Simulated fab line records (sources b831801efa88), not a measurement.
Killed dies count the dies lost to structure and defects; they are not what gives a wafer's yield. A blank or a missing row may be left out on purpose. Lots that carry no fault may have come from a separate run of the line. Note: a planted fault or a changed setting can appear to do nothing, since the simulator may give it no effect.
One fault seen from 2 desks :: flow gf180mcu :: each desk holds nothing but its own numbers, with what lay behind them at the end

## FROM THE METROLOGY DESK
Lot by lot, what the gauges showed, no matter which tool ran the lot: averages of those sampled wafers that carry a number. If a lot's mean is further than 4 standard deviations from the usual mean, the lot is out of limits and carries the mark OUT (the distance appears in the brackets).
Columns: A = NSD_TW at GF_NSD_TW_MEAS_12, usual 4209; B = PSD_TW at GF_PSD_TW_MEAS_11, usual 3163; C = NSD_RS at GF_PSD_RS_MEAS_14, usual 46.14 ohm/sq; D = SALICIDE_TIN_THK at GF_SALICIDE_THK_MEAS_05, usual 20.11 nm
lot: L701
first seen here: day 13 07:45
A: 4174
B: 3096
C: 46.20
D: 19.86

lot: L702
first seen here: day 13 20:33
A: 4163
B: 3172
C: 46.13
D: 20.37

lot: L704
first seen here: day 14 10:35
A: 4140
B: 3183
C: 46.05
D: 20.22

lot: L705
first seen here: day 14 23:10
A: 4241
B: 3106
C: 46.21
D: 19.75

lot: L708
first seen here: day 15 21:29
A: 4272
B: 3168
C: 46.05
D: 19.81

lot: L709
first seen here: day 16 06:22
A: 4277
B: 3200
C: 46.08
D: 19.94

lot: L710
first seen here: day 16 15:27
A: 4272
B: 3182
C: 46.29
D: 20.40

lot: L711
first seen here: day 17 00:04
A: 4248
B: 3186
C: 46.31
D: 20.13

lot: L714
first seen here: day 17 22:12
A: 4166
B: 3182
C: 46.44
D: 20.23

lot: L720
first seen here: day 20 11:26
A: 4163
B: 3103
C: 46.19
D: 20.20

lot: L721
first seen here: day 20 12:14
A: 4171
B: 3110
C: 46.02
D: 20.33

lot: L722
first seen here: day 20 22:15
A: 4200
B: 3104
C: 46.11
D: 20.07

lot: L723
first seen here: day 21 03:40
A: 4279
B: 3176
C: 46.23
D: 20.36

lot: L724
first seen here: day 21 17:35
A: 4174
B: 3118
C: 46.10
D: 20.21
This desk's verdict: no lot among the 14 shows anything out of limits.

## AT THE TOOL OWNER'S DESK: implanter-04
GF_NSD_IMPLANT_10, tool's own readings: per-lot mean of the sampled wafers with a number, covering each lot this tool ran. If a lot's mean is further than 4 standard deviations from the usual mean, the lot is out of limits and carries the mark OUT (the distance appears in the brackets).
Columns: A = beam_energy_keV at GF_NSD_IMPLANT_10, usual 39.998
lot: L701
first seen here: day 13 07:31
A: 39.985

lot: L702
first seen here: day 13 20:19
A: 39.999

lot: L704
first seen here: day 14 10:20
A: 40.016

lot: L705
first seen here: day 14 22:55
A: 39.988

lot: L708
first seen here: day 15 21:14
A: 39.999

lot: L709
first seen here: day 16 06:07
A: 39.982

lot: L711
first seen here: day 16 23:50
A: 39.996

lot: L714
first seen here: day 17 21:58
A: 39.978

lot: L721
first seen here: day 20 12:01
A: 39.993
This desk's verdict: no lot among the 9 shows anything out of limits.

## ALL TOGETHER
Metrology desk: nothing out of limits seen.
Nothing out of limits was seen by the tool owner's desk.

## WHAT THE SIMULATOR HAD INSERTED
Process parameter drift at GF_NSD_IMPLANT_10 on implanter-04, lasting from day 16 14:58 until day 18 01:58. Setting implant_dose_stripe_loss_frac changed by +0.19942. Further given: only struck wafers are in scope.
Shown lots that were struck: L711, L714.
